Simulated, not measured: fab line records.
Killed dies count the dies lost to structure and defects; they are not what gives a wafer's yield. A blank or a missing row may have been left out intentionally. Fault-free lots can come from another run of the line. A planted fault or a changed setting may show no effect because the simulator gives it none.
Chamber matching	flow gf180mcu	rie_si-02 running GF_STI_ETCH_14: 4 sister chambers
The step etches Si in HBr/Cl2/O2, target depth 360 nm, time 102.9 s. 8 wafers are shown with their chamber, then 8 later ones without.

== WAFERS WITH THEIR CHAMBER ==
wafer	chamber	oes_product_au (a.u.)	throttle_valve_pct (%)
L293.1	1	0.990	25.666
L296.3	1	0.984	25.669
L308.2	0	0.999	25.654
L308.3	2	1.008	25.663
L309.2	3	1.013	25.638
L309.4	2	1.016	25.656
L309.6	0	0.995	25.673
L310.2	3	1.020	25.647

== WAFERS WITHOUT THEIR CHAMBER ==
wafer	oes_product_au (a.u.)	throttle_valve_pct (%)
L310.5	1.008	25.646
L310.6	0.994	25.675
L311.1	0.994	25.666
L311.5	1.032	25.654
L311.6	1.017	25.656
L314.2	1.012	25.642
L314.3	0.989	25.671
L314.4	0.991	25.668

== WHICH CHAMBER EACH WENT THROUGH ==
wafer	from the rows above	in truth
L310.5	can't be placed: 2 or 3 or 0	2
L310.6	can't be placed: 0 or 1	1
L311.1	can't be placed: 0 or 1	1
L311.5	can't be placed: 3 or 2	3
L311.6	can't be placed: 2 or 3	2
L314.2	can't be placed: 3 or 2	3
L314.3	can't be placed: 1 or 0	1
L314.4	can't be placed: 1 or 0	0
Placed correctly: 0 of 8. Unplaceable from these rows: 8, with the true chamber sitting among the candidates in 8. Wrongly placed: 0.
How it was worked out, from the rows above alone: a wafer's distance from a chamber is the root of the sum, over the readings, of the square of ((its reading less the chamber's mean) divided by the reading's scatter). The wafer belongs to the nearest chamber; if the next one is less than 2 further off, it can't be placed. Each chamber's mean is taken over the wafers shown for it. The scatter: take each reading less its chamber's mean, square it, sum over the shown wafers, divide by the number of wafers less the number of chambers, and take the root.
